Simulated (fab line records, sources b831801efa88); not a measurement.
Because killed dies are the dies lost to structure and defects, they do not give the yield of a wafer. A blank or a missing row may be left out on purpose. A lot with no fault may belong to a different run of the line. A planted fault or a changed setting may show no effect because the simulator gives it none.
A struck lot beside a sound one    flow gf180mcu    28 out of 602 route steps
Sound: wafers L901.1, L901.4, L901.5. Wafers struck: L884.2, L884.4, L884.6. The cause comes at the end.
At each step with rows: each side's tool, then ch and its chambers, then its first start. Under that, the readings that differ: sound wafers    struck wafers    difference of the means    sigmas: that difference in standard deviations of wafers without a fault.
alike: same words and numbers on both sides, and readings whose means sit less than 2 such deviations apart. not compared: any withheld reading, any reading some wafer has no value for, any bound like >300 that may hide the same value, and any number with overlapping values for which the record gives no deviation.
Wherever a step has rows on one side only, a row that says differs or no value, or a row with sigmas, the two part there. Numbers that have no deviation but don't overlap get no sigmas and don't part them. A reading that every wafer of one side lacks parts them only if that side has two wafers or more.

first, 8 steps without rows for these wafers: GF_M3_PEB_12 (peb time 90 s); GF_M3_DEVELOP_13 (develop time 60 s); GF_M3_METAL_ETCH_16 (etches the open film in Cl2/BCl3, stops on SiO2, target depth 750.8 nm, time 125.1 s); GF_M3_STRIP_17 (strips in O2/N2); GF_M3_STRIP_18 (strips in post etch residue remover, time 1200 s); GF_M3_CLEAN_19 (cleans in DIW); GF_V3_CVD_00 (deposits SiO2, target thk 600 nm, time 100 s); GF_V3_CVD_02 (deposits SiO2 from TEOS, target thk 850 nm, time 94.851 s).
GF_V3_CMP_04: polishes SiO2.
  sound on cmp-01 ch 1,2, day 28 19:08; struck on cmp-02 ch 1,3, day 23 17:52
reading                              sound              struck             difference  sigmas
time_to_endpoint_s (s)               78 86 80           94 96 97           +14         +3
model.SiO2_of_V3_CVD_02.thk_nm (nm)  632.6 632.9 631.5  573.4 567.8 570.5  -61.8       
  alike: motor_current_A
then, 9 steps without rows for these wafers: GF_V3_DEHYDRATE_06 (time 60 s); GF_V3_HMDS_07 (prime time 60 s); GF_V3_COAT_08; GF_V3_COAT_09 (resist thk 1000 nm); GF_V3_SOFTBAKE_10 (time 60 s); GF_V3_EXPOSE_11 (exposes mask Via3, target cd 260 nm); GF_V3_PEB_12 (peb time 90 s); GF_V3_DEVELOP_13 (develop time 60 s); GF_V3_ETCH_16 (etches BARC in N2/H2).
GF_V3_ETCH_17: etches SiO2 in C4F8/O2/Ar, stops on TiN, target depth 635 nm.
  sound: rie_diel-04 ch 1,2,3; struck: rie_diel-03 ch 1,2
reading                         sound              struck             difference  sigmas
oes_product_au (a.u.)           0.859 0.857 0.861  0.817 0.810 0.808  -0.047      -11
model.V3.feature_depth_nm (nm)  632.6 632.9 631.5  573.4 567.8 570.5  -61.8       
model.etch.depth_nm (nm)        632.6 632.9 631.5  573.4 567.8 570.5  -61.8       
then, 6 steps without rows for these wafers: GF_V3_STRIP_18 (strips in O2/N2); GF_V3_STRIP_19 (strips in post etch residue remover, time 1200 s); GF_V3_CLEAN_20 (cleans in DIW); GF_V3_SPUTTER_21 (material Ti, target thk 15 nm, time 80.02 s); GF_V3_SPUTTER_22 (material TiN, target thk 10 nm, time 40 s); GF_V3_CVD_23 (deposits W, target thk 350 nm, time 104.9 s).
GF_V3_CMP_26: polishes, stops on SiO2, t overpolish 15 s, target thk 0 nm.
  sound on cmp-01 ch 0,2,3, day 29 15:18; struck on cmp-02 ch 0,1,2, day 24 17:04
reading                              sound              struck             difference  sigmas
model.SiO2_of_V3_CVD_02.thk_nm (nm)  628.8 629.1 627.7  569.6 564.1 566.7  -61.7       
  alike: motor_current_A
then, 2 steps without rows for these wafers: GF_M4_SPUTTER_00 (material Ti, target thk 37.5 nm, time 150 s); GF_PASSIVATION_PROBE_99.

## WHERE THEY PART
Earliest at GF_V3_CMP_04; latest, in this record, at GF_V3_ETCH_17. Later steps at which nothing parts them and some readings are alike: GF_V3_CMP_26.

WHY: the cause the simulator had injected
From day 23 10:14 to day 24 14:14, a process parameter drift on cmp-02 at GF_V3_CMP_04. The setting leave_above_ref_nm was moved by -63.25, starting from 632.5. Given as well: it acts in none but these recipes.
